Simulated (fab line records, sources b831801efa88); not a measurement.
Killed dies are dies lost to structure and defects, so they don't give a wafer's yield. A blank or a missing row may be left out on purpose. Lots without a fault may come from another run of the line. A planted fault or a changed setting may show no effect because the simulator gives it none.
One fault seen from 2 desks | flow sky130 | each desk has only its own numbers; what lay behind them comes last

THE METROLOGY DESK
What the gauges read, lot by lot, whatever tool the lot ran on: means of the sampled wafers that have a number. A lot is out of limits, marked OUT, if its mean lies more than 4 standard deviations from the usual mean; the brackets give that distance.
Columns: A = SONOS_ONO_CVD_04_THK at SKY_SONOS_ONO_THK_MEAS_05, usual 5.75 nm; B = SONOS_ONO_OVL at SKY_SONOS_ONO_OVL_MEAS_14, usual 0.1 nm; C = VIA2_W_RS at SKY_VIA2_RS_MEAS_22, usual 0.271 ohm/sq; D = VIA2_W_THK at SKY_VIA2_THK_MEAS_23, usual 426 nm
lot  | first seen here | A    | B    | C                | D
L857 | day 12 06:10    | 5.64 | 1.5  | 0.268            | 431
L858 | day 12 12:48    | 5.56 | 0.8  | 0.272            | 429
L859 | day 12 14:55    | 5.70 | -1.1 | 0.268            | 432
L860 | day 12 22:56    | 5.69 | 1.0  | 0.275            | 422
L861 | day 13 00:16    | 5.61 | 2.3  | 0.270            | 429
L866 | day 15 04:47    | 5.80 | -0.3 | 0.271            | 427
L872 | day 16 19:50    | 5.80 | 1.3  | 0.222 (-9.2) OUT | 420
L874 | day 17 15:02    | 5.90 | -0.5 | 0.276            | 416
L876 | day 18 04:45    | 5.66 | 1.2  | 0.276            | 415
L877 | day 18 16:50    | 5.87 | -1.2 | 0.272            | 428
This desk's finding: out of limits on L872; first on L872, day 41 03:50 (VIA2_W_RS at SKY_VIA2_RS_MEAS_22). In limits: L857, L858, L859, L860, L861, L866, L874, L876, L877.

THE TOOL OWNER'S DESK: cvd_w-01
The tool's own readings at SKY_VIA2_CVD_21 (deposits W, target thk 420 nm, time 126.4 s): means of the sampled wafers that have a number, for each lot that ran on this tool. A lot is out of limits, marked OUT, if its mean lies more than 4 standard deviations from the usual mean; the brackets give that distance.
Columns: A = heater_power_w at SKY_VIA2_CVD_21, usual 915 W; B = susceptor_temp_C at SKY_VIA2_CVD_21, usual 400.07 C
lot  | first seen here | A   | B
L857 | day 37 03:52    | 959 | 399.93
L859 | day 37 08:08    | 890 | 400.11
L861 | day 37 14:57    | 957 | 399.94
L872 | day 41 03:42    | 920 | 399.80
This desk's finding: nothing out of limits on any of the 4 lots.

PUT TOGETHER
The metrology desk could have raised an alarm at day 41 03:50, on L872.
The tool owner's desk saw nothing out of limits.
The tool owner's desk has L872 on record, within its limits.
Of the lots named, all ran SKY_VIA2_CVD_21 on cvd_w-01.

WHAT THE SIMULATOR HAD PUT IN
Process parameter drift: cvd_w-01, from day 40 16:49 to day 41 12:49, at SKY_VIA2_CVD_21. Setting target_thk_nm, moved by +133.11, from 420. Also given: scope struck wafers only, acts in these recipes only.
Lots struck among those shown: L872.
Hours from the fault's start to each desk's first reading out of limits: the metrology desk, 11.
